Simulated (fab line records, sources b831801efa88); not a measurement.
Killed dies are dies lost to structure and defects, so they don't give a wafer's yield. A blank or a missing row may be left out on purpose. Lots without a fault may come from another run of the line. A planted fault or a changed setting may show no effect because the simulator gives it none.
fab line records | flow sky130
record lots=6 wafers=16 last_day=50
route steps=708 shown SD_N@350 SD_P@359 RES_XHIGH@360 SALICIDE@361 LI_CONTACT@362 PAD_OPEN@708
lots that met no fault: from a run of the same line without faults
start_h: hours from the record's first day to the start of the lot's first wafer shown | wait_h: hours since the lot's step before | " the same as in the row above | L1.1+2: a row that stands for several wafers | - no value, or no start given | * or withheld: withheld | < > ~ a bound
route shown NAME@n: a module of which the file shows steps, and the number in the route of the first | usual: mean/standard deviation of fault-free wafers | same: alike in all rows | chamber/n: place in a boat | sites: the reading at each site | _std_site: their standard deviation | _edge_site: outer sites' mean less inner sites' | radius_mm: how far each site lies from the wafer's centre | mask NAME#n: copy n | behind: the tool/chamber that last shaped the wafer | hold: why the lot was held/for how many hours/how that ended | device: the transistor (n, p or np) that didn't switch | end of line: the same wafers' tests at the end of the route | a step without rows: its recipe alone | killed: dies lost to structure and defects at the first sort, not the wafer's yield | map: a wafer's dies, x killed, . not, _ none there
set.NAME: the setting as run; set.NAME@STEP: as run at that earlier step | model.NAME: the simulator's own value behind a step, which no gauge read
lots at some steps of the route; a table a step, a row a wafer
services: from which hour (start_h, from the record's first day; less than 0 if before it) a tool's chamber was out of use, for how many hours, and why
## steps
# step SKY_SD_N_OVL_MEAS_08
# usual SD_N_OVL=0.0/1.5
# columns lot.wafer tool chamber start_h wait_h SD_N_OVL[nm]
L861.2 overlay-02 - 646.35 0.1 -0.3
L861.3 " - " " 0.5
L861.4 " - " " 1.1
L863.1 overlay-01 - 660.83 0.1 -1.0
L863.2 " - " " 0.2
L863.3 " - " " -0.5
L870.2 overlay-01 - 732.95 0.1 -1.2
L870.5 " - " " -0.5
L873.1 overlay-02 - 751.25 0.1 2.5
L873.2 " - " " -0.7
L881.2 overlay-02 - 817.86 0.1 -0.4
L881.4 " - " " 0.1
L881.5 " - " " -1.0
L882.1 overlay-01 - 818.15 0.1 -3.0
L882.3 " - " " -2.8
L882.5 " - " " -1.1
# step SKY_SD_N_IMPLANT_09
# recipe species=As energy_kev=50 dose_cm2=4e+15 tilt_deg=0
# step SKY_SD_N_IMPLANT_10
# recipe species=P energy_kev=20 dose_cm2=1e+14 tilt_deg=0
# step SKY_SD_N_STRIP_11
# recipe chemistry=O2/N2 power_w=1400 pressure_mtorr=1500 platen_temp_c=withheld o2_flow_sccm=3000 n2_flow_sccm=300 overash_fraction=0.5
# usual drypump_motor_current_A=5.51/0.27 oes_product_au=0.527/0.0045 strip_time_to_endpoint_s=22.56/0.048
# same overash_fraction=0.5
# columns lot.wafer tool chamber start_h wait_h drypump_motor_current_A oes_product_au rf_hours_counter_h strip_time_to_endpoint_s
L861.2 plasma_asher-02 1 646.68 0.1 5.10 0.526 22 22.52
L861.3 " 0 " " 5.88 0.526 - 22.54
L861.4 " 1 " " 5.10 0.524 - 22.58
L863.1 plasma_asher-03 1 661.16 0.1 5.45 0.518 95 22.66
L863.2 " 0 " " 5.75 0.527 95 22.60
L863.3 " 1 " " 5.44 0.527 - 22.61
L870.2 plasma_asher-03 1 733.28 0.1 5.51 0.538 102 22.49
L870.5 " 1 " " 5.45 0.530 - 22.54
L873.1 plasma_asher-02 0 751.59 0.1 5.87 0.525 32 22.67
L873.2 " 1 " " 5.09 0.528 32 22.59
L881.2 plasma_asher-02 0 818.19 0.1 5.89 0.533 39 22.55
L881.4 " 1 " " 5.09 0.540 - 22.58
L881.5 " 0 " " 5.90 0.534 - 22.60
L882.1 plasma_asher-03 0 818.49 0.1 5.75 0.532 8 22.58
L882.3 " 1 " " 5.51 0.531 - 22.56
L882.5 " 0 " " 5.75 0.527 - 22.59
# step SKY_SD_N_TW_MEAS_12
# usual SD_N_TW=3995/32
# columns lot.wafer tool chamber start_h wait_h SD_N_TW
L861.2 film_metro-02 - 646.79 0.1 3972
L861.3 " - " " 3996
L861.4 " - " " 3977
L863.1 film_metro-04 - 661.26 0.1 4011
L863.2 " - " " 4042
L863.3 " - " " 4026
L870.2 film_metro-02 - 733.39 0.1 4016
L870.5 " - " " 3990
L873.1 film_metro-01 - 751.69 0.1 4026
L873.2 " - " " 4023
L881.2 film_metro-01 - 818.30 0.1 4027
L881.4 " - " " 4042
L881.5 " - " " 4045
L882.1 film_metro-01 - 818.59 0.1 4021
L882.3 " - " " 4046
L882.5 " - " " 4024
# step SKY_SD_N_CLEAN_13
# recipe chemistry=SC1/SC2 mix=1:4:20 temp_c=70 time_s=150 dry=n2_spin
# step SKY_SD_N_RTA_14
# recipe temp_c=1075 time_s=2 idle_temp_c=650 ramp_up_c_per_s=150 ramp_down_c_per_s=90 ambient=N2
# usual lamp_power_pct=15.73/0.057 wafer_temp_C_max=1078.2/1.3
# columns lot.wafer tool chamber start_h wait_h lamp_power_pct wafer_temp_C_max
L861.2 rtp_anneal-01 0 646.90 0.0 15.72 1075.9
L861.3 " 0 " " 15.68 1077.6
L861.4 " 0 " " 15.76 1077.4
L863.1 rtp_anneal-01 0 661.37 0.0 15.61 1076.3
L863.2 " 0 " " 15.72 1075.6
L863.3 " 0 " " 15.82 1076.5
L870.2 rtp_anneal-02 0 733.50 0.0 15.83 1078.2
L870.5 " 0 " " 15.87 1078.2
L873.1 rtp_anneal-01 0 751.85 0.0 15.72 1081.4
L873.2 " 0 " " 15.72 1077.3
L881.2 rtp_anneal-02 0 818.41 0.0 15.74 1078.7
L881.4 " 0 " " 15.74 1079.4
L881.5 " 0 " " 15.64 1075.8
L882.1 rtp_anneal-01 0 818.70 0.0 15.85 1081.1
L882.3 " 0 " " 15.66 1077.5
L882.5 " 0 " " 15.67 1077.8
# step SKY_SD_N_RS_MEAS_16
# recipe thk_meas_gauge=four-point-probe
# usual SD_N_RS=68.53/0.12
# columns lot.wafer tool chamber start_h wait_h SD_N_RS[ohm/sq]
L861.2 film_metro-04 - 647.08 0.1 68.43
L861.3 " - " " 68.45
L861.4 " - " " 68.49
L863.1 film_metro-01 - 661.55 0.1 68.41
L863.2 " - " " 68.49
L863.3 " - " " 68.50
L870.2 film_metro-01 - 733.69 0.1 68.57
L870.5 " - " " 68.69
L873.1 film_metro-02 - 752.02 0.1 68.45
L873.2 " - " " 68.64
L881.2 film_metro-02 - 818.59 0.1 68.36
L881.4 " - " " 68.71
L881.5 " - " " 68.65
L882.1 film_metro-04 - 818.87 0.1 68.39
L882.3 " - " " 68.67
L882.5 " - " " 68.54
# step SKY_SD_N_RS_MEAS_17
# recipe thk_meas_gauge=four-point-probe
# usual SD_P_RS=147.1/0.44
# columns lot.wafer tool chamber start_h wait_h SD_P_RS[ohm/sq]
L861.2 film_metro-04 - 647.20 0.1 146.3
L861.3 " - " " 146.8
L861.4 " - " " 146.3
L863.1 film_metro-01 - 661.67 0.1 146.7
L863.2 " - " " 146.5
L863.3 " - " " 146.9
L870.2 film_metro-01 - 733.81 0.1 147.8
L870.5 " - " " 147.0
L873.1 film_metro-02 - 752.14 0.1 147.3
L873.2 " - " " 147.5
L881.2 film_metro-02 - 818.71 0.1 146.5
L881.4 " - " " 147.1
L881.5 " - " " 146.9
L882.1 film_metro-04 - 818.99 0.1 146.7
L882.3 " - " " 147.1
L882.5 " - " " 146.7
# step SKY_SD_N_RS_MEAS_18
# recipe thk_meas_gauge=four-point-probe
# usual RES_XHIGH_RS=333.3/1.4
# columns lot.wafer tool chamber start_h wait_h RES_XHIGH_RS[ohm/sq]
L861.2 film_metro-04 - 647.32 0.1 333.0
L861.3 " - " " 334.0
L861.4 " - " " 334.9
L863.1 film_metro-01 - 661.79 0.1 333.4
L863.2 " - " " 333.6
L863.3 " - " " 332.4
L870.2 film_metro-01 - 733.93 0.1 332.7
L870.5 " - " " 331.1
L873.1 film_metro-02 - 752.26 0.1 331.3
L873.2 " - " " 332.6
L881.2 film_metro-02 - 818.83 0.1 334.2
L881.4 " - " " 335.4
L881.5 " - " " 335.5
L882.1 film_metro-04 - 819.11 0.1 333.1
L882.3 " - " " 331.4
L882.5 " - " " 333.2
# step SKY_SALICIDE_CLEAN_00
# recipe chemistry=HF-last time_s=30 dilution=100:1 dry=ipa_marangoni
# step SKY_LI_CONTACT_HDPCVD_00
# recipe material=PSG target_thk_nm=930 sigma_open_frac=0.3 time_s=155 temp_c=600 sih4_flow_sccm=60 pressure_mtorr=6
# columns lot.wafer tool chamber start_h wait_h model.PSG_of_LI_CONTACT_HDPCVD_00.thk_nm
L861.2 hdpcvd-02 1 647.44 0.0 916.3
L861.3 " 0 " " 923
L861.4 " 1 " " 920.1
L863.1 hdpcvd-02 0 661.92 0.0 924.4
L863.2 " 2 " " 933.3
L863.3 " 1 " " 920.1
L870.2 hdpcvd-02 1 734.04 0.0 1684
L870.5 " 2 " " 907.9
L873.1 hdpcvd-02 0 752.40 0.0 1687
L873.2 " 1 " " 1700
L881.2 hdpcvd-02 2 818.95 0.0 930.2
L881.4 " 2 " " 933
L881.5 " 0 " " 922.9
L882.1 hdpcvd-01 1 819.25 0.0 937.6
L882.3 " 0 " " 931.8
L882.5 " 2 " " 934
# step SKY_LI_CONTACT_THK_MEAS_01
# recipe reads=PSG_of_LI_CONTACT_HDPCVD_00
# usual LI_CONTACT_HDPCVD_THK=929/8.3
# columns lot.wafer tool chamber start_h wait_h LI_CONTACT_HDPCVD_THK[nm]
L861.2 film_metro-01 - 647.55 0.1 915
L861.3 " - " " 922
L861.4 " - " " 920
L863.1 film_metro-02 - 662.03 0.1 924
L863.2 " - " " 932
L863.3 " - " " 920
L870.2 film_metro-04 - 734.16 0.1 1684
L870.5 " - " " 908
L873.1 film_metro-01 - 752.50 0.1 1685
L873.2 " - " " 1698
L881.2 film_metro-01 - 819.06 0.1 930
L881.4 " - " " 933
L881.5 " - " " 922
L882.1 film_metro-02 - 819.35 0.1 937
L882.3 " - " " 931
L882.5 " - " " 935
# step SKY_LI_CONTACT_CMP_02
# recipe material=PSG down_force_psi=4 platen_rpm=60 pad_velocity_m_s=0.94248
# usual motor_current_A=11.8/1.4 time_to_endpoint_s=31.7/1.7
# columns lot.wafer tool chamber start_h wait_h motor_current_A time_to_endpoint_s
L861.2 cmp-01 3 647.60 0.0 12.0 30.5
L861.3 " 1 " " 13.7 32.3
L861.4 " 2 " " 10.1 33.1
L863.1 cmp-02 0 662.14 0.1 12.0 30.8
L863.3 " 1 " " 13.9 30.2
L863.2 " 2 " " 12.6 32.0
L870.2 cmp-02 0 734.26 0.1 11.4 109.5
L870.5 " 0 " " 11.9 29.9
L873.1 cmp-01 3 752.56 0.1 12.4 98.9
L873.2 " 1 " " 14.4 105.0
L881.2 cmp-02 2 819.11 0.0 12.1 32.7
L881.4 " 1 " " 13.6 32.9
L881.5 " 3 " " 10.4 31.3
L882.3 cmp-01 3 819.46 0.1 11.9 29.9
L882.1 " 0 " " 10.7 30.7
L882.5 " 3 " " 12.4 34.1
# step SKY_LI_CONTACT_BOW_MEAS_03
# recipe mode=bow
# usual LI_CONTACT_BOW=55/6.3
# columns lot.wafer tool chamber start_h wait_h LI_CONTACT_BOW[um]
L861.2 film_metro-02 - 647.95 0.3 62
L861.3 " - " " 47
L861.4 " - " " 71
L863.1 film_metro-01 - 662.39 0.2 49
L863.2 " - " " 53
L863.3 " - " " 66
L870.2 film_metro-02 - 734.53 0.2 53
L870.5 " - " " 69
L873.1 film_metro-04 - 752.86 0.2 51
L873.2 " - " " 51
L881.2 film_metro-01 - 819.43 0.3 59
L881.4 " - " " 52
L881.5 " - " " 55
L882.1 film_metro-04 - 819.71 0.1 56
L882.3 " - " " 61
L882.5 " - " " 63
# step SKY_PAD_OPEN_PROBE_99
# usual killed_at_M0_to_M3=45/6.9 killed_at_M4_up=3.0/1.7 killed_at_contacts=25/5.6 killed_at_front_end=15/4.2 killed_at_other=0.3/0.55 killed_dies=89/9.6 killed_open=49/7.2 killed_short=39/6.5
# same gross_dies=492 killed_at_back_side=0
# columns lot.wafer tool chamber start_h wait_h killed_at_M0_to_M3 killed_at_M4_up killed_at_contacts killed_at_front_end killed_at_other killed_dies killed_open killed_short
L861.2 prober-01 - 1073.50 0.1 55 4 24 7 0 90 52 38
L861.3 prober-01 - 1073.55 0.2 39 3 19 12 0 73 40 33
L861.4 prober-01 - 1073.60 0.2 44 6 23 13 0 86 39 47
L863.1 prober-01 - 1087.94 0.1 50 2 23 8 0 83 42 41
L863.2 prober-01 - 1087.99 0.1 51 6 22 9 0 88 49 38
L863.3 prober-01 - 1088.04 0.2 48 4 22 21 0 95 56 39
L870.2 prober-01 - 1138.11 0.1 58 3 28 18 0 107 52 55
L870.5 prober-01 - 1138.26 0.2 56 1 31 15 0 103 56 45
# killed by level:class
L861.2 VIA1:geometric_particle:open=16 VIA2:geometric_particle:open=9 LI_CONTACT:geometric_particle:open=8 CONTACT:geometric_particle:open=8 VIA2:geometric_particle:short=7 LOCAL_INTERCONNECT:geometric_particle:short=5 METAL1:geometric_particle:short=5 VIA3:geometric_particle:open=5
L861.3 VIA1:geometric_particle:open=11 CONTACT:geometric_particle:open=7 VIA2:geometric_particle:open=7 SPACER:geometric_particle:open=4 LI_CONTACT:geometric_particle:open=4 VIA3:geometric_particle:open=4 VIA3:geometric_particle:short=4 LI_CONTACT:geometric_particle:short=3
L861.4 CONTACT:geometric_particle:open=10 VIA1:geometric_particle:open=8 VIA2:geometric_particle:open=7 VIA2:geometric_particle:short=5 CONTACT:geometric_particle:short=5 METAL4:geometric_particle:short=5 METAL1:geometric_particle:short=5 FIELD_ISO:geometric_particle:short=4
L863.1 VIA1:geometric_particle:open=10 CONTACT:geometric_particle:open=8 METAL2:geometric_particle:short=8 METAL3:geometric_particle:short=6 VIA3:geometric_particle:open=6 VIA2:geometric_particle:short=5 LI_CONTACT:geometric_particle:open=5 VIA2:geometric_particle:open=5
L863.2 VIA3:geometric_particle:open=9 VIA1:geometric_particle:open=9 LI_CONTACT:geometric_particle:open=8 CONTACT:geometric_particle:open=7 VIA1:geometric_particle:short=6 VIA2:geometric_particle:open=5 POLY_GATE:geometric_particle:short=4 LI_CONTACT:geometric_particle:short=4
L863.3 VIA1:geometric_particle:open=13 LI_CONTACT:geometric_particle:open=9 VIA2:geometric_particle:open=8 METAL1:geometric_particle:short=7 POLY_GATE:geometric_particle:open=6 VIA3:geometric_particle:open=6 POLY_GATE:geometric_particle:short=5 CONTACT:geometric_particle:open=5
L870.2 VIA1:geometric_particle:open=11 CONTACT:geometric_particle:open=10 METAL2:geometric_particle:short=10 VIA3:geometric_particle:open=9 METAL1:geometric_particle:short=8 CONTACT:geometric_particle:short=7 FIELD_ISO:geometric_particle:short=6 LI_CONTACT:geometric_particle:open=6
L870.5 VIA3:geometric_particle:open=12 CONTACT:geometric_particle:open=11 VIA1:geometric_particle:open=10 METAL2:geometric_particle:short=9 FIELD_ISO:geometric_particle:open=6 VIA2:geometric_particle:open=6 LI_CONTACT:geometric_particle:open=5 LI_CONTACT:geometric_particle:short=5
## services
# columns tool chamber start_h hours kind
hdpcvd-01 - 650.75 15.0 pm
hdpcvd-01 0 650.75 15.0 vent_cycle
hdpcvd-01 1 650.75 15.0 vent_cycle
rtp_anneal-02 - 712.85 0.5 pm
cmp-02 - 719.51 1.4 repair
cmp-01 - 720.34 2.0 repair
hdpcvd-01 - 729.42 14.6 pm
plasma_asher-03 - 733.75 9.0 pm
plasma_asher-03 0 733.75 9.0 vent_cycle
plasma_asher-03 1 733.75 9.0 vent_cycle
hdpcvd-02 - 735.15 0.9 repair
plasma_asher-03 0 742.75 - clean
plasma_asher-03 1 742.75 - clean
cmp-02 - 744.00 4.0 pm
cmp-02 - 748.00 - consumable_replace:conditioner
cmp-02 - 748.00 - consumable_replace:pad
cmp-01 - 755.54 0.9 repair
cmp-01 - 757.74 6.1 pm
hdpcvd-01 2 777.20 22.0 repair
cmp-01 - 786.57 1.2 repair
hdpcvd-01 1 792.59 3.0 repair
rtp_anneal-02 - 807.11 4.3 pm
hdpcvd-02 1 809.98 3.4 repair
cmp-01 - 812.01 6.3 repair
## key
first_sign step=SKY_LI_CONTACT_THK_MEAS_01 reading=LI_CONTACT_HDPCVD_THK direction=up sigmas=91 usual=929 struck=1689
effect step=SKY_LI_CONTACT_CMP_02 reading=time_to_endpoint_s direction=up sigmas=42 usual=* struck=*
model_effect step=SKY_LI_CONTACT_HDPCVD_00 value=PSG_of_LI_CONTACT_HDPCVD_00.thk_nm without=938 struck=1690
met_at SKY_LI_CONTACT_HDPCVD_00
struck_wafers L870.2,L873.1,L873.2
tester_left_out L870,L873
onset_between 661.92 734.04
fault kind=process_parameter_drift tool=hdpcvd-02 chamber=- onset_h=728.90 steps=SKY_LI_CONTACT_HDPCVD_00 channel=target_thk_nm offset=752.15 shape=step end_h=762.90 scope=struck_wafers_only acts_in=these_recipes_only stated=930
# tester_left_out: of these lots the tester's yield and bins aren't shown, on N5 and GAA mostly nor the transistor test; their killed dies are dies lost to structure and defects alone, not to doping, threshold or leakage, so they don't give the yield
